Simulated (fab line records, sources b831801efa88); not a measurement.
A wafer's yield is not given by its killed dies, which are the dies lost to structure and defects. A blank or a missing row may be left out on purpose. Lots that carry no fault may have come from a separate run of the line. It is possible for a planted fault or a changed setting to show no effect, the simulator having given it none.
fab line records | flow sky130
record lots=5 wafers=23
route steps=708 shown SD_N@351 SD_P@359 RES_XHIGH@360 LI_CONTACT@362 LOCAL_INTERCONNECT@395 METAL1@434 VIA1@460
startH: hours from the record's opening day to when the first of the lot's shown wafers began | waitH: time in hours since the lot's previous step | " as in the row above | L1.1+2: one row covering several wafers at once | - no value present, or no start provided | * or withheld: withheld | < > ~ a bound
route shown NAME@n: names a module that has steps shown in the file, with the first one's number in the route | usual: the fault-free wafers' mean and standard deviation | same: alike in all rows | chamber/n: place in a boat | sites: readings site by site | _std_site: the values' standard deviation | _edge_site: mean of outer sites minus mean of inner sites | radiusMm: for every site, how far away it sits from the centre of the wafer | mask NAME#n: copy n | behind: the tool/chamber that last shaped the wafer | hold: the reason the lot was held/the length of the hold in hours/how it ended | device: which transistor (n, p or np) failed to switch | end of line: at the end of the route, the tests of the same wafers | for a step that has no rows: nothing shown but its recipe | killed: not the wafer's yield, but the dies lost to structure and defects at the first sort | map: dies across one wafer; x = killed, . = not, _ = none there
set.NAME: the setting that was run; set.NAME@STEP: the one run at that earlier step | model.NAME: the simulator's own value behind a step, which no gauge read
lots where settings were altered on purpose, with a table for each step and a row for each wafer
## steps
# step SKY_SD_N_IMPLANT_09
# recipe species=As energyKev=50 doseCm2=4e+15 tiltDeg=0
# columns lot.wafer tool chamber startH waitH set.energyKev model.implant.rpNm model.implant.drpNm
L074.1+3+6 implanter-02 0 628.57 0.0 51.62 32.9 14.45
L074.4+5 " 0 " " 50 32.06 14.11
L075.1+3+4 implanter-04 0 642.39 0.0 50 32.38 14.11
L075.5+6 " 0 " " 51.8 33.32 14.49
L078.2+4+5 implanter-04 0 681.46 0.0 51.09 33.6 14.34
L078.3+6 " 0 " " 50 33.01 14.11
L079.1+2+3 implanter-03 0 692.17 0.0 50 31.54 14.11
L081.2+4 implanter-02 0 699.21 0.0 51.36 32.24 14.4
L081.3+5+6 " 0 " " 50 31.54 14.11
# step SKY_SD_N_IMPLANT_10
# recipe species=P energyKev=20 doseCm2=1e+14 tiltDeg=0
# step SKY_SD_N_STRIP_11
# recipe chemistry=O2/N2 powerW=1400 pressureMtorr=1500 platenTempC=withheld o2FlowSccm=3000 n2FlowSccm=300 overashFraction=0.5
# usual stripTimeToEndpointS=22.56/0.034
# columns lot.wafer tool chamber startH waitH set.tempC@SD_N_SOFTBAKE_03 set.energyKev@SD_N_IMPLANT_09 stripTimeToEndpointS
L074.1 plasmaAsher-01 1 628.87 0.1 92.54 51.62 22.73
L074.3 " 0 " " 90 51.62 22.89
L074.4 " 1 " " 90 50 22.61
L074.5 " 1 " " 92.54 50 22.49
L074.6 " 0 " " 90 51.62 22.85
L075.1 plasmaAsher-02 0 642.69 0.1 90 50 22.60
L075.3 " 1 " " 91.02 50 22.51
L075.4 " 0 " " 90 50 22.55
L075.5 " 1 " " 90 51.8 22.87
L075.6 " 0 " " 91.02 51.8 22.80
L078.2 plasmaAsher-04 1 681.74 0.1 90 51.09 22.75
L078.3 " 0 " " 86.72 50 22.68
L078.4 " 1 " " 86.72 51.09 22.84
L078.5 " 0 " " 90 51.09 22.73
L078.6 " 1 " " 86.72 50 22.65
L079.1 plasmaAsher-01 0 692.47 0.1 90 50 22.48
L079.2 " 1 " " 90 50 22.58
L079.3 " 1 " " 90 50 22.50
L081.2 plasmaAsher-01 1 699.49 0.1 90 51.36 22.79
L081.3 " 0 " " 90 50 22.59
L081.4 " 1 " " 91.22 51.36 22.71
L081.5 " 0 " " 90 50 22.54
L081.6 " 1 " " 91.22 50 22.50
# step SKY_SD_N_TW_MEAS_12
# usual SD_N_TW=4013/17
# columns lot.wafer tool chamber startH waitH set.energyKev@SD_N_IMPLANT_09 SD_N_TW
L074.1 filmMetro-01 - 628.97 0.1 51.62 4064
L074.3 " - " " 51.62 4082
L074.4 " - " " 50 3993
L074.5 " - " " 50 4028
L074.6 " - " " 51.62 4061
L075.1 filmMetro-04 - 642.79 0.1 50 4000
L075.3 " - " " 50 4001
L075.4 " - " " 50 3987
L075.5 " - " " 51.8 4048
L075.6 " - " " 51.8 4052
L078.2 filmMetro-04 - 681.85 0.1 51.09 4046
L078.3 " - " " 50 4039
L078.4 " - " " 51.09 4058
L078.5 " - " " 51.09 4068
L078.6 " - " " 50 4009
L079.1 filmMetro-01 - 692.57 0.1 50 4023
L079.2 " - " " 50 4033
L079.3 " - " " 50 4031
L081.2 filmMetro-01 - 699.60 0.1 51.36 4029
L081.3 " - " " 50 4005
L081.4 " - " " 51.36 4005
L081.5 " - " " 50 3992
L081.6 " - " " 50 3991
# step SKY_SD_N_CLEAN_13
# recipe chemistry=SC1/SC2 mix=1:4:20 tempC=70 timeS=150 dry=n2Spin
# step SKY_SD_N_RTA_14
# recipe tempC=1075 timeS=2 idleTempC=650 rampUpCPerS=150 rampDownCPerS=90 ambient=N2
# step SKY_SD_N_RS_MEAS_16
# recipe thkMeasGauge=four-point-probe
# usual SD_N_RS=68.50/0.1
# columns lot.wafer tool chamber startH waitH set.energyKev@SD_N_IMPLANT_09 SD_N_RS[ohm/sq]
L074.1 filmMetro-04 - 629.26 0.1 51.62 67.45
L074.3 " - " " 51.62 67.22
L074.4 " - " " 50 68.44
L074.5 " - " " 50 68.36
L074.6 " - " " 51.62 67.36
L075.1 filmMetro-04 - 643.08 0.1 50 68.40
L075.3 " - " " 50 68.48
L075.4 " - " " 50 68.34
L075.5 " - " " 51.8 67.02
L075.6 " - " " 51.8 67.26
L078.2 filmMetro-03 - 682.18 0.1 51.09 67.63
L078.3 " - " " 50 68.41
L078.4 " - " " 51.09 67.75
L078.5 " - " " 51.09 67.84
L078.6 " - " " 50 68.35
L079.1 filmMetro-03 - 692.86 0.1 50 68.41
L079.2 " - " " 50 68.33
L079.3 " - " " 50 68.52
L081.2 filmMetro-03 - 699.89 0.1 51.36 67.63
L081.3 " - " " 50 68.67
L081.4 " - " " 51.36 67.61
L081.5 " - " " 50 68.64
L081.6 " - " " 50 68.56
# step SKY_SD_N_RS_MEAS_17
# recipe thkMeasGauge=four-point-probe
# usual SD_P_RS=146.9/0.34
# columns lot.wafer tool chamber startH waitH set.energyKev@SD_P_IMPLANT_09 SD_P_RS[ohm/sq]
L074.1 filmMetro-04 - 629.38 0.1 20 147.1
L074.3 " - " " 18.87 150.5
L074.4 " - " " 20 147.0
L074.5 " - " " 18.87 150.1
L074.6 " - " " 18.87 150.8
L075.1 filmMetro-04 - 643.20 0.1 20 146.5
L075.3 " - " " 20 146.7
L075.4 " - " " 20 146.8
L075.5 " - " " 20 146.8
L075.6 " - " " 20 146.6
L078.2 filmMetro-03 - 682.30 0.1 20 146.7
L078.3 " - " " 20 146.4
L078.4 " - " " 20 146.5
L078.5 " - " " 20 147.1
L078.6 " - " " 20 146.7
L079.1 filmMetro-03 - 692.98 0.1 20 146.7
L079.2 " - " " 20 146.2
L079.3 " - " " 20 146.9
L081.2 filmMetro-03 - 700.01 0.1 20 146.7
L081.3 " - " " 19.3 149.6
L081.4 " - " " 19.3 149.5
L081.5 " - " " 20 147.2
L081.6 " - " " 19.3 149.3
# step SKY_SD_N_RS_MEAS_18
# recipe thkMeasGauge=four-point-probe
# usual RES_XHIGH_RS=333.2/1.2
# columns lot.wafer tool chamber startH waitH set.doseCm2@RES_XHIGH_IMPLANT_07 RES_XHIGH_RS[ohm/sq]
L074.1 filmMetro-04 - 629.50 0.1 3.6e+14 333.8
L074.3 " - " " 3.6e+14 332.4
L074.4 " - " " 3.6e+14 332.3
L074.5 " - " " 3.6e+14 334.3
L074.6 " - " " 3.6e+14 332.5
L075.1 filmMetro-04 - 643.32 0.1 3.6e+14 333.6
L075.3 " - " " 3.6e+14 333.9
L075.4 " - " " 3.6e+14 334.0
L075.5 " - " " 3.6e+14 333.7
L075.6 " - " " 3.6e+14 333.7
L078.2 filmMetro-03 - 682.42 0.1 3.766e+14 320.2
L078.3 " - " " 3.766e+14 320.2
L078.4 " - " " 3.766e+14 319.7
L078.5 " - " " 3.6e+14 331.2
L078.6 " - " " 3.6e+14 331.8
L079.1 filmMetro-03 - 693.10 0.1 3.6e+14 330.2
L079.2 " - " " 3.6e+14 330.5
L079.3 " - " " 3.6e+14 330.9
L081.2 filmMetro-03 - 700.13 0.1 3.6e+14 331.6
L081.3 " - " " 3.812e+14 318.1
L081.4 " - " " 3.6e+14 333.9
L081.5 " - " " 3.6e+14 334.1
L081.6 " - " " 3.812e+14 318.4
# step SKY_LI_CONTACT_HDPCVD_00
# recipe material=PSG targetThkNm=930 sigmaOpenFrac=0.3 timeS=155 tempC=600 sih4FlowSccm=60 pressureMtorr=6
# columns lot.wafer tool chamber startH waitH set.timeS model.PSG_of_LI_CONTACT_HDPCVD_00.thkNm
L074.1 hdpcvd-02 0 629.63 0.0 155 912.2
L074.3 " 1 " " 155 915
L074.4 " 1 " " 155 915.8
L074.5 " 0 " " 155 898.3
L074.6 " 2 " " 155 919.8
L075.1 hdpcvd-01 0 643.46 0.0 166.5 1010
L075.3 " 2 " " 166.5 991.4
L075.4 " 0 " " 155 944.6
L075.5 " 1 " " 166.5 984.8
L075.6 " 2 " " 155 930.7
L078.2 hdpcvd-01 0 682.54 0.0 155 932.6
L078.3 " 2 " " 155 918
L078.4 " 1 " " 155 930.3
L078.5 " 2 " " 155 926.1
L078.6 " 0 " " 155 945.1
L079.1+3 hdpcvd-02 2,0 693.24 0.0 155 934.1
L079.2 " 1 " " 155 939.7
L081.2 hdpcvd-02 0 700.25 0.0 143.4 865.4
L081.3 " 1 " " 155 922.1
L081.4 " 2 " " 143.4 852.2
L081.5 " 1 " " 155 915.3
L081.6 " 0 " " 143.4 857.3
# step SKY_LI_CONTACT_THK_MEAS_01
# recipe reads=PSG_of_LI_CONTACT_HDPCVD_00
# usual LI_CONTACT_HDPCVD_THK=929/8.7
# columns lot.wafer tool chamber startH waitH set.timeS@LI_CONTACT_HDPCVD_00 LI_CONTACT_HDPCVD_THK[nm]
L074.1 filmMetro-03 - 629.74 0.1 155 912
L074.3 " - " " 155 915
L074.4 " - " " 155 916
L074.5 " - " " 155 899
L074.6 " - " " 155 919
L075.1 filmMetro-01 - 643.56 0.1 166.5 1010
L075.3 " - " " 166.5 991
L075.4 " - " " 155 945
L075.5 " - " " 166.5 985
L075.6 " - " " 155 931
L078.2 filmMetro-01 - 682.65 0.1 155 933
L078.3 " - " " 155 918
L078.4 " - " " 155 930
L078.5 " - " " 155 926
L078.6 " - " " 155 946
L079.1 filmMetro-04 - 693.34 0.1 155 934
L079.2 " - " " 155 939
L079.3 " - " " 155 934
L081.2 filmMetro-01 - 700.36 0.1 143.4 865
L081.3 " - " " 155 922
L081.4 " - " " 143.4 852
L081.5 " - " " 155 916
L081.6 " - " " 143.4 857
# step SKY_LI_CONTACT_SPUTTER_19
# recipe material=Ti targetThkNm=20 chamberPressurePa=5 powerW=2500 substrateTempC=200 timeS=106.37
# columns lot.wafer tool chamber startH waitH set.timeS model.Ti_of_LI_CONTACT_SPUTTER_19.thkNm
L074.1 pvdSputter-04 - 660.37 0.0 110.5 20.83
L074.3 " - " " 110.5 20.82
L074.4 " - " " 106.37 20.11
L074.5 " - " " 110.5 21.07
L074.6 " - " " 106.37 20.21
L075.1 pvdSputter-02 - 673.86 0.0 106.37 20.02
L075.3 " - " " 116.4 21.72
L075.4 " - " " 116.4 22.05
L075.5 " - " " 116.4 21.88
L075.6 " - " " 106.37 19.94
L078.2 pvdSputter-02 - 712.77 0.0 95.09 18.19
L078.3 " - " " 106.37 20.36
L078.4 " - " " 95.09 18.27
L078.5 " - " " 106.37 20.23
L078.6 " - " " 106.37 20.35
L079.1 pvdSputter-04 - 722.73 0.0 106.37 20.01
L079.2 " - " " 106.37 20.51
L079.3 " - " " 106.37 20.14
L081.2 pvdSputter-01 - 729.41 0.0 106.37 20.27
L081.3 " - " " 115.7 22.09
L081.4 " - " " 115.7 21.96
L081.5 " - " " 106.37 20.13
L081.6 " - " " 115.7 22.03
# step SKY_LI_CONTACT_SPUTTER_20
# recipe material=TiN targetThkNm=20 chamberPressurePa=5 powerW=4000 timeS=80
# columns lot.wafer tool chamber startH waitH set.timeS model.TiN_of_LI_CONTACT_SPUTTER_20.thkNm
L074.1 pvdSputter-04 - 660.44 0.0 80 20.14
L074.3 " - " " 80 20.02
L074.4 " - " " 80 19.93
L074.5 " - " " 89.18 22.32
L074.6 " - " " 89.18 22.48
L075.1 pvdSputter-02 - 673.94 0.0 80 19.98
L075.3 " - " " 80 19.69
L075.4 " - " " 80 19.57
L075.5 " - " " 80 19.87
L075.6 " - " " 80 20.05
L078.2 pvdSputter-02 - 712.85 0.0 91.85 23.17
L078.3 " - " " 80 20.41
L078.4 " - " " 91.85 23.22
L078.5 " - " " 80 20.01
L078.6 " - " " 91.85 23.4
L079.1 pvdSputter-04 - 722.80 0.0 80 19.99
L079.2 " - " " 80 19.91
L079.3 " - " " 80 19.9
L081.2 pvdSputter-01 - 729.49 0.0 80 20.07
L081.3 " - " " 80 19.67
L081.4 " - " " 80 19.82
L081.5 " - " " 80 20.01
L081.6 " - " " 80 19.94
# step SKY_LOCAL_INTERCONNECT_EXPOSE_08
# recipe maskId=LI1M na=0.8 sourceShape=annular sigmaInner=0.55 sigmaOuter=0.85 targetCdNm=170 doseMj=28
# columns lot.wafer tool chamber startH waitH mask set.doseMj
L074.1+5 krfScanner-02 0 - - LI1M#0 29.49
L074.3+4+6 " 0 " " LI1M#0 28
L075.1+5 krfScanner-02 0 - - LI1M#0 28
L075.3+4+6 " 0 " " LI1M#0 29.67
L078.2+3+4 krfScanner-02 0 - - LI1M#0 28
L078.5+6 " 0 " " LI1M#0 29.83
L079.1+2+3 krfScanner-02 0 - - LI1M#0 28
L081.2+6 krfScanner-01 0 - - LI1M#0 29.38
L081.3+4+5 " 0 " " LI1M#0 28
# step SKY_LOCAL_INTERCONNECT_PEB_09
# recipe pebTempC=withheld pebTimeS=withheld resist=KrF-thick
# step SKY_LOCAL_INTERCONNECT_DEVELOP_10
# recipe developTimeS=60 resist=KrF-thick devTempC=21
# step SKY_LOCAL_INTERCONNECT_CD_MEAS_11
# recipe targetCdNm=170
# usual cdNm=170.6/1.4
# columns lot.wafer tool chamber startH waitH set.doseMj@LOCAL_INTERCONNECT_EXPOSE_08 cdNm
L074.1 cdSem-02 - 690.52 - 29.49 158.4
L074.3 " - " " 28 168.3
L074.4 " - " " 28 168.2
L074.5 " - " " 29.49 158.2
L074.6 " - " " 28 168.3
L075.1 cdSem-02 - 703.52 - 28 171.2
L075.3 " - " " 29.67 160.5
L075.4 " - " " 29.67 159.9
L075.5 " - " " 28 171.1
L075.6 " - " " 29.67 160.4
L078.2 cdSem-01 - 740.79 - 28 170.7
L078.3 " - " " 28 171.3
L078.4 " - " " 28 170.4
L078.5 " - " " 29.83 157.8
L078.6 " - " " 29.83 157.1
L079.1 cdSem-02 - 751.10 - 28 169.0
L079.2 " - " " 28 170.3
L079.3 " - " " 28 169.5
L081.2 cdSem-02 - 758.14 - 29.38 161.4
L081.3 " - " " 28 171.5
L081.4 " - " " 28 171.3
L081.5 " - " " 28 171.3
L081.6 " - " " 29.38 161.5
# step SKY_LOCAL_INTERCONNECT_ETCH_13
# recipe chemistry=N2/H2 target=BARC ionEnergyEv=200 biasW=100 pressureMtorr=30 n2FlowSccm=100 h2FlowSccm=200 icpW=500 stopOn=SiO2 timeS=45.9 targetDepthA=600
# columns lot.wafer tool chamber startH waitH set.doseMj@LOCAL_INTERCONNECT_EXPOSE_08 model.LOCAL_INTERCONNECT.cdNm
L074.1 rieMetal-02 1 690.67 0.0 29.49 158.8
L074.3 " 1 " " 28 168.7
L074.4 " 0 " " 28 167.5
L074.5 " 1 " " 29.49 158.3
L074.6 " 0 " " 28 167.6
L075.1 rieMetal-02 0 703.67 0.0 28 170.4
L075.3+6 " 0 " " 29.67 159.7
L075.4 " 0 " " 29.67 158.9
L075.5 " 0 " " 28 170.3
L078.2 rieMetal-04 1 740.92 0.0 28 171.1
L078.3 " 1 " " 28 171.2
L078.4 " 0 " " 28 170.2
L078.5 " 0 " " 29.83 158
L078.6 " 1 " " 29.83 157.5
L079.1 rieMetal-03 1 751.25 0.0 28 169.2
L079.2 " 0 " " 28 169.9
L079.3 " 1 " " 28 170.3
L081.2 rieMetal-02 0 758.27 0.0 29.38 161.1
L081.3 " 0 " " 28 170.6
L081.4 " 1 " " 28 170.8
L081.5 " 1 " " 28 170.5
L081.6 " 0 " " 29.38 161.2
# step SKY_LOCAL_INTERCONNECT_METAL_ETCH_14
# recipe targetDepthNm=110 stopOn=PSG chemistry=Cl2/BCl3 target=TiN resistSidewallDeg=88 pressureMtorr=10 icpW=900 biasW=48.5 Cl2_flow_sccm=60 bcl3FlowSccm=30 timeS=31.4
# columns lot.wafer tool chamber startH waitH set.icpW model.KrF-thick_of_LOCAL_INTERCONNECT_COAT_06.thkNm
L074.1 rieMetal-02 1 690.74 0.0 900 345.7
L074.3 " 1 " " 900 346.7
L074.4 " 0 " " 999.4 341.9
L074.5 " 1 " " 999.4 341.1
L074.6 " 0 " " 900 344
L075.1 rieMetal-02 0 703.80 0.1 900 348.1
L075.3 " 0 " " 900 347.3
L075.4 " 0 " " 900 346.8
L075.5 " 0 " " 900 347.1
L075.6 " 0 " " 900 347.7
L078.2 rieMetal-04 1 740.99 0.0 1004 345.4
L078.3 " 1 " " 900 350
L078.4 " 0 " " 900 349.4
L078.5 " 0 " " 1004 344.7
L078.6 " 1 " " 1004 346.1
L079.1 rieMetal-03 1 751.31 0.0 900 346.6
L079.2 " 0 " " 900 348.1
L079.3 " 1 " " 900 347.4
L081.2 rieMetal-02 0 758.34 0.0 952.9 341.4
L081.3 " 0 " " 900 344.1
L081.4 " 1 " " 900 344.6
L081.5 " 1 " " 952.9 343.4
L081.6 " 0 " " 952.9 343.9
# step SKY_METAL1_SPUTTER_00
# recipe material=Ti targetThkNm=15 powerW=3000 timeS=10 chamberPressurePa=0.4
# columns lot.wafer tool chamber startH waitH set.powerW model.Ti_of_METAL1_SPUTTER_00.thkNm
L074.1 pvdSputter-03 - 722.22 0.2 2856 13.96
L074.3 " - " " 2856 13.94
L074.4 " - " " 3000 14.63
L074.5 " - " " 2856 13.98
L074.6 " - " " 3000 14.59
L075.1 pvdSputter-04 - 734.11 0.2 3340 16.4
L075.3 " - " " 3340 16.17
L075.4 " - " " 3340 16.6
L075.5 " - " " 3000 14.4
L075.6 " - " " 3000 14.75
L078.2 pvdSputter-04 - 773.63 0.1 2858 13.91
L078.3 " - " " 3000 14.99
L078.4 " - " " 2858 14.17
L078.5 " - " " 3000 14.75
L078.6 " - " " 2858 14.12
L079.1 pvdSputter-02 - 781.68 0.2 3000 14.67
L079.2 " - " " 3000 14.95
L079.3 " - " " 3000 14.68
L081.2 pvdSputter-04 - 787.95 0.1 3170 15.71
L081.3 " - " " 3170 15.68
L081.4 " - " " 3000 14.93
L081.5 " - " " 3000 14.88
L081.6 " - " " 3170 15.62
# step SKY_METAL1_ETCH_18
# recipe chemistry=N2/H2 target=BARC ionEnergyEv=200 biasW=100 pressureMtorr=30 n2FlowSccm=100 h2FlowSccm=200 icpW=500 stopOn=SiO2 timeS=45.9 targetDepthA=600
# usual oesProductAu=0.855/0.0042
# columns lot.wafer tool chamber startH waitH set.timeS oesProductAu model.KrF-thick_of_METAL1_COAT_10.thkNm
L074.1 rieMetal-02 1 749.61 0.0 45.9 0.850 393.8
L074.3 " 1 " " 45.9 0.853 391.6
L074.4 " 0 " " 45.9 0.854 392.7
L074.5 " 0 " " 45.9 0.847 392.7
L074.6 " 1 " " 45.9 0.853 392.6
L075.1 rieMetal-01 1 762.05 0.0 42.61 0.889 -
L075.3 " 0 " " 45.9 0.852 -
L075.4 " 1 " " 42.61 0.897 -
L075.5 " 1 " " 42.61 0.897 394.7
L075.6 " 0 " " 45.9 0.858 392.5
L078.2 rieMetal-02 0 800.25 0.0 45.9 0.853 393.1
L078.3 " 0 " " 40.27 0.927 399.5
L078.4 " 1 " " 40.27 0.920 399.8
L078.5 " 1 " " 40.27 0.917 398.7
L078.6 " 0 " " 45.9 0.852 395.3
L079.1 rieMetal-03 0 808.69 0.1 45.9 0.854 393.3
L079.2 " 0 " " 45.9 0.856 394.2
L079.3 " 0 " " 45.9 0.852 393.9
L081.2 rieMetal-01 1 814.65 0.0 45.9 0.861 -
L081.3 " 1 " " 45.9 0.851 -
L081.4 " 0 " " 43.45 0.890 394.9
L081.5 " 1 " " 43.45 0.885 394.8
L081.6 " 0 " " 43.45 0.873 -
# step SKY_VIA1_CMP_02
# recipe material=SiO2 downForcePsi=4 platenRpm=60 padVelocityMS=0.94248
# columns lot.wafer tool chamber startH waitH set.leaveAboveRefNm model.SiO2_of_VIA1_HDPCVD_00.thkNm
L074.3 cmp-01 2 750.52 0.0 333.6 334.3
L074.1 " 0 " " 345 347.3
L074.4 " 1 " " 333.6 334.5
L074.6 " 2 " " 333.6 333.8
L074.5 " 3 " " 345 345
L075.1 cmp-02 1 763.09 0.1 368.6 367.7
L075.3 " 2 " " 368.6 368.8
L075.4 " 3 " " 345 343.5
L075.5 " 0 " " 368.6 367.3
L075.6 " 1 " " 345 341.4
L078.3 cmp-02 0 801.24 0.0 345 342.7
L078.2 " 1 " " 338 336
L078.4 " 2 " " 345 344.6
L078.6 " 0 " " 345 342.6
L078.5 " 1 " " 338 336.7
L079.2 cmp-02 2 809.76 0.0 345 344.7
L079.1 " 0 " " 345 343.7
L079.3 " 1 " " 345 342.9
L081.3 cmp-02 3 815.57 0.0 345 344.1
L081.2 " 0 " " 345 343.7
L081.4+6 " 1,3 " " 345 343.1
L081.5 " 0 " " 345 343.3
## key
split step=SKY_SD_N_IMPLANT_09 setting=energyKev stated=50 by=wafer
response step=SKY_SD_N_IMPLANT_09 reading=model.implant.rpNm change=+0.261 per=1% r=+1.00
response step=SKY_SD_N_IMPLANT_09 reading=model.implant.drpNm change=+0.106 per=1% r=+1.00
response step=SKY_SD_N_STRIP_11 reading=stripTimeToEndpointS change=* per=1% r=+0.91
response step=SKY_SD_N_TW_MEAS_12 reading=SD_N_TW change=+14.4 per=1% r=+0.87
response step=SKY_SD_N_RS_MEAS_16 reading=SD_N_RS change=-0.34 per=1% r=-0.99
split step=SKY_LI_CONTACT_HDPCVD_00 setting=timeS stated=155 by=wafer
response step=SKY_LI_CONTACT_HDPCVD_00 reading=model.PSG_of_LI_CONTACT_HDPCVD_00.thkNm change=+7.93 per=1% r=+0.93
response step=SKY_LI_CONTACT_THK_MEAS_01 reading=LI_CONTACT_HDPCVD_THK change=+7.98 per=1% r=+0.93
split step=SKY_LI_CONTACT_SPUTTER_19 setting=timeS stated=106.37 by=wafer
response step=SKY_LI_CONTACT_SPUTTER_19 reading=model.Ti_of_LI_CONTACT_SPUTTER_19.thkNm change=+0.201 per=1% r=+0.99
split step=SKY_LI_CONTACT_SPUTTER_20 setting=timeS stated=80 by=wafer
response step=SKY_LI_CONTACT_SPUTTER_20 reading=model.TiN_of_LI_CONTACT_SPUTTER_20.thkNm change=+0.206 per=1% r=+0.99
split step=SKY_LOCAL_INTERCONNECT_EXPOSE_08 setting=doseMj stated=28 by=wafer
response step=SKY_LOCAL_INTERCONNECT_CD_MEAS_11 reading=cdNm change=-1.94 per=1% r=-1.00
response step=SKY_LOCAL_INTERCONNECT_ETCH_13 reading=model.LOCAL_INTERCONNECT.cdNm change=-1.89 per=1% r=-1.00
split step=SKY_LOCAL_INTERCONNECT_METAL_ETCH_14 setting=icpW stated=900 by=wafer
response step=SKY_LOCAL_INTERCONNECT_METAL_ETCH_14 reading=model.KrF-thick_of_LOCAL_INTERCONNECT_COAT_06.thkNm change=-0.353 per=1% r=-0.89
split step=SKY_METAL1_SPUTTER_00 setting=powerW stated=3000 by=wafer
response step=SKY_METAL1_SPUTTER_00 reading=model.Ti_of_METAL1_SPUTTER_00.thkNm change=+0.155 per=1% r=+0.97
split step=SKY_METAL1_ETCH_18 setting=timeS stated=45.9 by=wafer
response step=SKY_METAL1_ETCH_18 reading=oesProductAu change=-0.00554 per=1% r=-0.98
response step=SKY_METAL1_ETCH_18 reading=model.KrF-thick_of_METAL1_COAT_10.thkNm change=-0.405 per=1% r=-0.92
split step=SKY_VIA1_CMP_02 setting=leaveAboveRefNm stated=345 by=wafer
response step=SKY_VIA1_CMP_02 reading=model.SiO2_of_VIA1_HDPCVD_00.thkNm change=+3.69 per=1% r=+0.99
split outsideThisFile step=SKY_SD_P_IMPLANT_09 setting=energyKev
split outsideThisFile step=SKY_RES_XHIGH_IMPLANT_07 setting=doseCm2
split outsideThisFile step=SKY_SD_N_SOFTBAKE_03 setting=tempC
# split outsideThisFile: this setting was split too, and the file shows its column; the key of that split is in another file
